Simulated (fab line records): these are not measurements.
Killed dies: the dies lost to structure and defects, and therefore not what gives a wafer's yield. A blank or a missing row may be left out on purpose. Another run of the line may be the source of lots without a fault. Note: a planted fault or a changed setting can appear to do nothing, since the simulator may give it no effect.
Which of the tools did it? :: flow gf180mcu :: 39 wafers from 13 lots sampled at 4 of the route's 602 steps

## WHAT EACH GAUGE READ, for each wafer
GF_VT_IMPLANT_OVL_MEAS_29. Usual: VT_IMPLANT_02_OVL gives 0.1 nm (standard deviation 1.2).
lot: L663
measured: day 6 21:10
on: overlay-01
VT_IMPLANT_02_OVL (nm): 2.0 1.7 1.8
flag: 

lot: L664
measured: day 7 04:08
on: overlay-01
VT_IMPLANT_02_OVL (nm): -0.5 -0.3 -1.0
flag: 

lot: L665
measured: day 7 10:11
on: overlay-01
VT_IMPLANT_02_OVL (nm): 0.0 1.2 1.4
flag: 

lot: L670
measured: day 8 17:29
on: overlay-01
VT_IMPLANT_02_OVL (nm): - - -
flag: OFF

lot: L671
measured: day 8 23:02
on: overlay-01
VT_IMPLANT_02_OVL (nm): - - -
flag: OFF

lot: L677
measured: day 10 14:33
on: overlay-02
VT_IMPLANT_02_OVL (nm): 0.4 1.8 0.0
flag: 

lot: L678
measured: day 10 22:28
on: overlay-01
VT_IMPLANT_02_OVL (nm): 1.2 0.4 0.2
flag: 

lot: L679
measured: day 11 02:32
on: overlay-02
VT_IMPLANT_02_OVL (nm): -0.6 0.3 0.2
flag: 

lot: L680
measured: day 11 09:38
on: overlay-02
VT_IMPLANT_02_OVL (nm): 0.0 0.9 2.2
flag: 

lot: L681
measured: day 11 17:18
on: overlay-02
VT_IMPLANT_02_OVL (nm): 1.2 0.3 -1.1
flag: 

lot: L682
measured: day 12 00:48
on: overlay-01
VT_IMPLANT_02_OVL (nm): 0.6 0.2 0.0
flag: 

lot: L683
measured: day 12 07:51
on: overlay-02
VT_IMPLANT_02_OVL (nm): -0.5 -2.1 0.0
flag: 

lot: L686
measured: day 13 03:57
on: overlay-01
VT_IMPLANT_02_OVL (nm): 0.7 0.5 0.3
flag: 

GF_VT_IMPLANT_TW_MEAS_32. Usual: VT_IMPLANT_3_TW gives 273 (standard deviation 4.1).
lot: L663
measured: day 6 21:27
on: film metro-01
VT_IMPLANT_3_TW: 276 275 275
flag: 

lot: L664
measured: day 7 04:26
on: film metro-03
VT_IMPLANT_3_TW: 270 270 270
flag: 

lot: L665
measured: day 7 10:28
on: film metro-01
VT_IMPLANT_3_TW: 278 276 276
flag: 

lot: L670
measured: day 8 17:46
on: film metro-01
VT_IMPLANT_3_TW: 31 31 31
flag: OFF

lot: L671
measured: day 8 23:20
on: film metro-03
VT_IMPLANT_3_TW: 30 30 30
flag: OFF

lot: L677
measured: day 10 14:50
on: film metro-01
VT_IMPLANT_3_TW: 275 276 278
flag: 

lot: L678
measured: day 10 22:46
on: film metro-04
VT_IMPLANT_3_TW: 265 264 265
flag: 

lot: L679
measured: day 11 02:49
on: film metro-01
VT_IMPLANT_3_TW: 274 275 276
flag: 

lot: L680
measured: day 11 09:55
on: film metro-01
VT_IMPLANT_3_TW: 275 276 274
flag: 

lot: L681
measured: day 11 17:35
on: film metro-01
VT_IMPLANT_3_TW: 276 275 275
flag: 

lot: L682
measured: day 12 01:05
on: film metro-03
VT_IMPLANT_3_TW: 268 269 270
flag: 

lot: L683
measured: day 12 08:08
on: film metro-01
VT_IMPLANT_3_TW: 275 275 275
flag: 

lot: L686
measured: day 13 04:14
on: film metro-01
VT_IMPLANT_3_TW: 274 275 275
flag: 

## WHICH TOOL RAN EACH LOT (tool, then ch and the chambers of the sampled wafers, then the start)
lot: L663
GF_STI_CMP_25: cmp-02 ch 1,3, day 2 04:16
GF_VT_IMPLANT_DEVELOP_28: litho track-04 ch 0, day 6 21:01

lot: L664
GF_STI_CMP_25: cmp-02 ch 1,2,3, day 2 09:19
GF_VT_IMPLANT_DEVELOP_28: litho track-03 ch 0, day 7 04:02

lot: L665
GF_STI_CMP_25: cmp-01 ch 0,1,2, day 2 14:24
GF_VT_IMPLANT_DEVELOP_28: litho track-03 ch 0, day 7 10:02

lot: L670
GF_STI_CMP_25: cmp-01 ch 0,1,2, day 3 15:43
GF_VT_IMPLANT_DEVELOP_28: litho track-03 ch 0, day 8 17:20

lot: L671
GF_STI_CMP_25: cmp-01 ch 0,2,3, day 3 20:52
GF_VT_IMPLANT_DEVELOP_28: litho track-03 ch 0, day 8 22:55

lot: L677
GF_STI_CMP_25: cmp-01 ch 2,3, day 5 03:18
GF_VT_IMPLANT_DEVELOP_28: litho track-04 ch 0, day 10 14:24

lot: L678
GF_STI_CMP_25: cmp-01 ch 0,2, day 5 09:28
GF_VT_IMPLANT_DEVELOP_28: litho track-02 ch 0, day 10 22:19

lot: L679
GF_STI_CMP_25: cmp-01 ch 1,2,3, day 5 14:07
GF_VT_IMPLANT_DEVELOP_28: litho track-02 ch 0, day 11 02:24

lot: L680
GF_STI_CMP_25: cmp-01 ch 0,1,2, day 5 18:23
GF_VT_IMPLANT_DEVELOP_28: litho track-02 ch 0, day 11 09:30

lot: L681
GF_STI_CMP_25: cmp-02 ch 1,2, day 6 01:16
GF_VT_IMPLANT_DEVELOP_28: litho track-04 ch 0, day 11 17:10

lot: L682
GF_STI_CMP_25: cmp-02 ch 2,3, day 6 04:50
GF_VT_IMPLANT_DEVELOP_28: litho track-03 ch 0, day 12 00:42

lot: L683
GF_STI_CMP_25: cmp-02 ch 0,1,2, day 6 11:01
GF_VT_IMPLANT_DEVELOP_28: litho track-04 ch 0, day 12 07:42

lot: L686
GF_STI_CMP_25: cmp-01 ch 0,1,3, day 7 03:13
GF_VT_IMPLANT_DEVELOP_28: litho track-04 ch 0, day 13 03:48
- GF_STI_CMP_25: polishes, stops on Si3N4, t overpolish 33 s, target thk 524.6 nm.
- GF_VT_IMPLANT_DEVELOP_28: develop time 60 s.

## AS READ BY THE TOOLS THEMSELVES (means over the sampled wafers that have a number; for cases with no such wafer, the mark the record gives instead)
GF_STI_CMP_25. Usual: motor current A 12.8 A, standard deviation 1; overpolish run s 33.001 s, standard deviation 0.0091; platen rpm 60.00 rpm, standard deviation 0.04; slurry flow ml min 150.0, standard deviation 0.42; time to endpoint s 123 s, standard deviation 4.
lot: L663
tool: cmp-02
motor current A (A): 11.2
overpolish run s (s): 33.005
platen rpm (rpm): 60.00
slurry flow ml min: 149.8
time to endpoint s (s): 127
flag: 

lot: L664
tool: cmp-02
motor current A (A): 11.9
overpolish run s (s): 33.001
platen rpm (rpm): 59.97
slurry flow ml min: 149.7
time to endpoint s (s): 125
flag: 

lot: L665
tool: cmp-01
motor current A (A): 13.3
overpolish run s (s): 32.999
platen rpm (rpm): 60.01
slurry flow ml min: 149.8
time to endpoint s (s): 119
flag: 

lot: L670
tool: cmp-01
motor current A (A): 13.6
overpolish run s (s): 33.003
platen rpm (rpm): 59.99
slurry flow ml min: 150.1
time to endpoint s (s): 125
flag: 

lot: L671
tool: cmp-01
motor current A (A): 13.7
overpolish run s (s): 32.997
platen rpm (rpm): 60.02
slurry flow ml min: 150.0
time to endpoint s (s): 124
flag: 

lot: L677
tool: cmp-01
motor current A (A): 14.0
overpolish run s (s): 33.003
platen rpm (rpm): 60.01
slurry flow ml min: 150.2
time to endpoint s (s): 125
flag: 

lot: L678
tool: cmp-01
motor current A (A): 13.0
overpolish run s (s): 32.994
platen rpm (rpm): 60.01
slurry flow ml min: 150.0
time to endpoint s (s): 125
flag: 

lot: L679
tool: cmp-01
motor current A (A): 13.5
overpolish run s (s): 33.000
platen rpm (rpm): 59.95
slurry flow ml min: 150.1
time to endpoint s (s): 125
flag: 

lot: L680
tool: cmp-01
motor current A (A): 13.4
overpolish run s (s): 33.000
platen rpm (rpm): 60.02
slurry flow ml min: 150.1
time to endpoint s (s): 121
flag: 

lot: L681
tool: cmp-02
motor current A (A): 12.0
overpolish run s (s): 33.001
platen rpm (rpm): 59.94
slurry flow ml min: 149.9
time to endpoint s (s): 123
flag: 

lot: L682
tool: cmp-02
motor current A (A): 12.2
overpolish run s (s): 32.998
platen rpm (rpm): 59.98
slurry flow ml min: 149.9
time to endpoint s (s): 118
flag: 

lot: L683
tool: cmp-02
motor current A (A): 11.9
overpolish run s (s): 32.992
platen rpm (rpm): 60.00
slurry flow ml min: 150.1
time to endpoint s (s): 123
flag: 

lot: L686
tool: cmp-01
motor current A (A): 13.1
overpolish run s (s): 33.000
platen rpm (rpm): 60.00
slurry flow ml min: 149.8
time to endpoint s (s): 123
flag: 

## THE ANSWER, worked out from the rows above alone
Rule: a lot is off if the mean of its wafers that have a number lies more than 3 standard deviations from the usual mean. A lot without any number at a reading at which 4 lots or more have one is off too. Where the step has rows for the other lots, those lots are counted as sound. Order of review: gauges by route order, followed by the tools' own readings, for which a lot's mean as printed above is used. The first step at which some lot is off is used, and at that step the reading that is off furthest; a lot without a number counts as furthest.
Off: L670, L671, at GF_VT_IMPLANT_OVL_MEAS_29 (VT_IMPLANT_02_OVL). Without a number there: L670, L671.
A tool fits if, at a process step before that reading, it ran every lot that is off, and no sound lot after the first of them. Not tried: the gauges at GF_VT_IMPLANT_OVL_MEAS_29; whatever is off there is also off at GF_VT_IMPLANT_TW_MEAS_32, on other tools, and gauge error can't account for it. None of those tried fits.

## WHAT THE SIMULATOR HAD INSERTED
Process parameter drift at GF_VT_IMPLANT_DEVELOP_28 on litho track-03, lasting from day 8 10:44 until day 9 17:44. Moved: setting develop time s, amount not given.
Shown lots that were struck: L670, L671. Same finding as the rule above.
